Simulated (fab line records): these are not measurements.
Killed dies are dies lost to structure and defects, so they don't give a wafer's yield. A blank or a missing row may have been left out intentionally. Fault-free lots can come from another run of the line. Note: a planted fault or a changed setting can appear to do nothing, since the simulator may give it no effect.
Split-lot trial / flow gf180mcu / on a route of 602 steps: 5 lots, 23 wafers read

SPLIT DETAILS
At GF_TOP_METAL_EXPOSE_11 (exposes mask MetalTop, target cd 440 nm), the setting dose_mj was moved away from the recipe's 170 on 7 of the 23 wafers read, by +4.0% to +7.4%. This setting was run at the recipe's value on the other wafers.

FROM THE SPLIT TO THE READING: what the file shows between them, 2 steps
- GF_TOP_METAL_PEB_12
- GF_TOP_METAL_DEVELOP_13: develop time 60 s

THE READING
cd_nm at GF_TOP_METAL_CD_MEAS_14, given in nm (cd target 440 nm). Fault-free wafers of this fab line usually give 441 nm, standard deviation 3.3 nm.

wafer=L075.1; tool, chamber at the split=iline_stepper-01, 0; dose_mj as run=170; against the recipe=recipe; cd_nm, nm=441; against lot-mates on the recipe=-
wafer=L075.4; tool, chamber at the split=iline_stepper-01, 0; dose_mj as run=170; against the recipe=recipe; cd_nm, nm=443; against lot-mates on the recipe=-
wafer=L075.6; tool, chamber at the split=iline_stepper-01, 0; dose_mj as run=170; against the recipe=recipe; cd_nm, nm=441; against lot-mates on the recipe=-
wafer=L077.1; tool, chamber at the split=iline_stepper-01, 0; dose_mj as run=170; against the recipe=recipe; cd_nm, nm=440; against lot-mates on the recipe=-
wafer=L077.2; tool, chamber at the split=iline_stepper-01, 0; dose_mj as run=176.8; against the recipe=+4.0%; cd_nm, nm=428; against lot-mates on the recipe=-11
wafer=L077.3; tool, chamber at the split=iline_stepper-01, 0; dose_mj as run=176.8; against the recipe=+4.0%; cd_nm, nm=427; against lot-mates on the recipe=-12
wafer=L077.5; tool, chamber at the split=iline_stepper-01, 0; dose_mj as run=170; against the recipe=recipe; cd_nm, nm=438; against lot-mates on the recipe=-
wafer=L077.6; tool, chamber at the split=iline_stepper-01, 0; dose_mj as run=176.8; against the recipe=+4.0%; cd_nm, nm=430; against lot-mates on the recipe=-9
wafer=L078.1; tool, chamber at the split=iline_stepper-02, 0; dose_mj as run=170; against the recipe=recipe; cd_nm, nm=438; against lot-mates on the recipe=-
wafer=L078.2; tool, chamber at the split=iline_stepper-02, 0; dose_mj as run=170; against the recipe=recipe; cd_nm, nm=441; against lot-mates on the recipe=-
wafer=L078.3; tool, chamber at the split=iline_stepper-02, 0; dose_mj as run=170; against the recipe=recipe; cd_nm, nm=437; against lot-mates on the recipe=-
wafer=L078.4; tool, chamber at the split=iline_stepper-02, 0; dose_mj as run=178.2; against the recipe=+4.8%; cd_nm, nm=423; against lot-mates on the recipe=-16
wafer=L078.6; tool, chamber at the split=iline_stepper-02, 0; dose_mj as run=178.2; against the recipe=+4.8%; cd_nm, nm=427; against lot-mates on the recipe=-12
wafer=L079.1; tool, chamber at the split=iline_stepper-01, 0; dose_mj as run=170; against the recipe=recipe; cd_nm, nm=446; against lot-mates on the recipe=-
wafer=L079.2; tool, chamber at the split=iline_stepper-01, 0; dose_mj as run=170; against the recipe=recipe; cd_nm, nm=444; against lot-mates on the recipe=-
wafer=L079.3; tool, chamber at the split=iline_stepper-01, 0; dose_mj as run=170; against the recipe=recipe; cd_nm, nm=443; against lot-mates on the recipe=-
wafer=L079.4; tool, chamber at the split=iline_stepper-01, 0; dose_mj as run=170; against the recipe=recipe; cd_nm, nm=444; against lot-mates on the recipe=-
wafer=L079.5; tool, chamber at the split=iline_stepper-01, 0; dose_mj as run=170; against the recipe=recipe; cd_nm, nm=445; against lot-mates on the recipe=-
wafer=L083.2; tool, chamber at the split=iline_stepper-02, 0; dose_mj as run=182.5; against the recipe=+7.4%; cd_nm, nm=416; against lot-mates on the recipe=-20
wafer=L083.3; tool, chamber at the split=iline_stepper-02, 0; dose_mj as run=170; against the recipe=recipe; cd_nm, nm=437; against lot-mates on the recipe=-
wafer=L083.4; tool, chamber at the split=iline_stepper-02, 0; dose_mj as run=170; against the recipe=recipe; cd_nm, nm=436; against lot-mates on the recipe=-
wafer=L083.5; tool, chamber at the split=iline_stepper-02, 0; dose_mj as run=170; against the recipe=recipe; cd_nm, nm=436; against lot-mates on the recipe=-
wafer=L083.6; tool, chamber at the split=iline_stepper-02, 0; dose_mj as run=182.5; against the recipe=+7.4%; cd_nm, nm=418; against lot-mates on the recipe=-18

FIT RESULTS
A straight line over all 23 wafers: cd_nm changes by -3.19 nm for each +1% of dose_mj; r = -0.94; the points scatter about the line by 2.9 nm.
The same after taking each lot's own level away (the mean of its wafers on the recipe; 23 wafers): -2.68 nm for each +1%; r = -0.98; scatter 1.3 nm.
That fit puts the effect of the largest move of dose_mj on the reading at 20 nm.
The span of the lots' own levels, 436.3 to 444.4 nm, comes to 2.4 times the standard deviation stated above.
Thus the slope moves with the lot-to-lot level: the two fits are different.
Check: -19.5 nm against its lot-mates is what the line predicts for one of the wafers moved furthest among these (+7.4%) when that wafer is left out of the fit. Against them it came out at -20.3 nm.

FURTHER SPLITS ON THESE WAFERS
Before the reading, these wafers also passed through other splits. Each is held against what the fit with the lots' levels taken away leaves over:
other split on the same wafers=GF_M5_METAL_ETCH_10 icp_w; wafers away from the commonest value=5; r with cd_nm (lot level and that fit taken away)=+0.23
other split on the same wafers=GF_V5_COAT_09 resist_thk_nm; wafers away from the commonest value=8; r with cd_nm (lot level and that fit taken away)=-0.09
other split on the same wafers=GF_V5_CVD_23 pressure_torr; wafers away from the commonest value=10; r with cd_nm (lot level and that fit taken away)=-0.01
other split on the same wafers=GF_TOP_METAL_SPUTTER_01 time_s; wafers away from the commonest value=6; r with cd_nm (lot level and that fit taken away)=+0.00

THE WHOLE CHAIN: every reading that the file lists as answering this split, in the file's order
step=GF_TOP_METAL_CD_MEAS_14; what it does=target cd 440 nm; reading=cd_nm; change (the file's fit)=-2.68 nm for each +1% of the setting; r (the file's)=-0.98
step=GF_TOP_METAL_METAL_ETCH_16; what it does=etches the open film in Cl2/BCl3, stops on SiO2, target depth 1077.5 nm, time 179.6 s; reading=TOP_METAL.cd_nm (the simulator's own value, which no gauge read); change (the file's fit)=-2.31 nm for each +1% of the setting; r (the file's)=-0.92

FILE'S OWN FIT
cd_nm changes by -2.68 nm for each +1% of dose_mj, r = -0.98.
